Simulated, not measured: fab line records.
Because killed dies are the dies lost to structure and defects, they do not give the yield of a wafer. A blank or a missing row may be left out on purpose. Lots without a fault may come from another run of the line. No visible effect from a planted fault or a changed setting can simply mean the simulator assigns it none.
Split-lot study -- flow sky130 -- 23 wafers read from 5 lots, route of 708 steps

== ABOUT THE SPLIT ==
At SKY_VIA2_CMP_02 (polishes SiO2), the setting leave-above-ref-nm was moved away from the recipe's 495 nm on 9 of the 23 wafers read, by -7.5% to +5.9%. The other wafers ran this setting at the recipe's value.

== FROM THE SPLIT TO THE READING: what the file shows between them, 5 steps ==
- SKY_VIA2_EXPOSE_09: exposes mask VIM2, target cd 200 nm (also split here: dose-mj)
- SKY_VIA2_PEB_10
- SKY_VIA2_DEVELOP_11: develop time 60 s
- SKY_VIA2_CD_MEAS_12: target cd 200 nm
- SKY_VIA2_ETCH_14: etches BARC in N2/H2, stops on SiO2, time 45.9 s, target depth 60 nm (also split here: ion-energy-ev)

== THE READING ==
oes-product-au, in a.u., at SKY_VIA2_ETCH_15 (etches SiO2 in C4F8/O2/Ar, stops on TiN, target depth 546 nm, time 84 s). A value of 0.939 a.u. with a standard deviation of 0.0048 a.u. is what fault-free wafers of this fab line usually give.

wafer,"tool, chamber at the split","leave-above-ref-nm as run, nm",against the recipe,"oes-product-au, a.u.",against lot-mates on the recipe
L074.1,"cmp-02, 1",495,recipe,0.936,-
L074.2,"cmp-02, 3",520.6,+5.2%,0.972,+0.035
L074.3,"cmp-02, 0",495,recipe,0.938,-
L074.5,"cmp-02, 1",495,recipe,0.936,-
L074.6,"cmp-02, 2",520.6,+5.2%,0.972,+0.035
L075.1,"cmp-01, 3",524.4,+5.9%,0.967,+0.024
L075.3,"cmp-01, 1",495,recipe,0.942,-
L075.4,"cmp-01, 2",524.4,+5.9%,0.964,+0.021
L075.5,"cmp-01, 3",495,recipe,0.944,-
L075.6,"cmp-01, 2",495,recipe,0.944,-
L076.1,"cmp-02, 0",495,recipe,0.947,-
L076.2,"cmp-02, 3",495,recipe,0.944,-
L076.5,"cmp-02, 2",495,recipe,0.940,-
L083.1,"cmp-01, 2",504.7,+2.0%,0.944,+0.006
L083.2,"cmp-01, 0",495,recipe,0.941,-
L083.3,"cmp-01, 3",495,recipe,0.935,-
L083.4,"cmp-01, 1",504.7,+2.0%,0.950,+0.012
L083.5,"cmp-01, 2",504.7,+2.0%,0.951,+0.013
L085.1,"cmp-02, 2",457.9,-7.5%,0.887,-0.056
L085.2,"cmp-02, 1",495,recipe,0.951,-
L085.3,"cmp-02, 3",495,recipe,0.939,-
L085.4,"cmp-02, 0",457.9,-7.5%,0.904,-0.039
L085.6,"cmp-02, 1",495,recipe,0.940,-

THE FIT
A straight line over all 23 wafers: oes-product-au changes by +0.00545 a.u. for each +1% of leave-above-ref-nm; r = +0.96; the points scatter about the line by 0.0055 a.u.
The same after taking each lot's own level away (the mean of its wafers on the recipe; 23 wafers): +0.00573 a.u. for each +1%; r = +0.96; scatter 0.0057 a.u.
The reading moves by 0.043 a.u. for the largest change in leave-above-ref-nm, on that fit.
Across the lots, their own levels run from 0.9367 to 0.9437 a.u., a range of 1.5 times the standard deviation given above.
Consequently the slope shifts little with the lot-to-lot level, the two slopes agreeing.
Check: -0.0384 a.u. against its lot-mates is what the line predicts for one of the wafers moved furthest among these (-7.5%) when that wafer is left out of the fit. Against them it came out at -0.0563 a.u.

== THE OTHER SPLITS THESE WAFERS WENT THROUGH ==
These wafers also went through other splits before the reading. Each is held against what the fit with the lots' levels taken away leaves over:
other split on the same wafers,wafers away from the commonest value,r with oes-product-au (lot level and that fit taken away)
SKY_LOCAL_INTERCONNECT_ETCH_13 ion-energy-ev,6,-0.32
SKY_CONTACT_HDPCVD_02 time-s,11,+0.26
SKY_METAL1_ETCH_18 time-s,11,+0.25
SKY_METAL2_SPUTTER_03 time-s,9,-0.26
SKY_METAL2_SPUTTER_04 time-s,4,+0.10
SKY_VIA2_EXPOSE_09 dose-mj,5,-0.19
SKY_VIA2_ETCH_14 ion-energy-ev,3,-0.47

== THE WHOLE CHAIN: every reading that the file lists as answering this split, in the file's order ==
step,what it does,reading,change (the file's fit),r (the file's)
SKY_VIA2_CMP_02,polishes SiO2,"SiO2_of_VIA2_HDPCVD_00.thk-nm (the simulator's own value, which no gauge read)",+4.95 nm for each +1% of the setting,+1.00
SKY_VIA2_ETCH_14,"etches BARC in N2/H2, stops on SiO2, time 45.9 s, target depth 60 nm","SiO2_of_VIA2_HDPCVD_00.thk-nm (the simulator's own value, which no gauge read)",+4.94 nm for each +1% of the setting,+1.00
SKY_VIA2_ETCH_15,"etches SiO2 in C4F8/O2/Ar, stops on TiN, target depth 546 nm, time 84 s",oes-product-au,+0.00567 a.u. for each +1% of the setting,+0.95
SKY_VIA2_ETCH_15,"etches SiO2 in C4F8/O2/Ar, stops on TiN, target depth 546 nm, time 84 s","VIA2.feature-depth-nm (the simulator's own value, which no gauge read)",+4.97 nm for each +1% of the setting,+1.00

== FILE'S OWN FIT ==
oes-product-au changes by +0.00567 a.u. for each +1% of leave-above-ref-nm, r = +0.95.
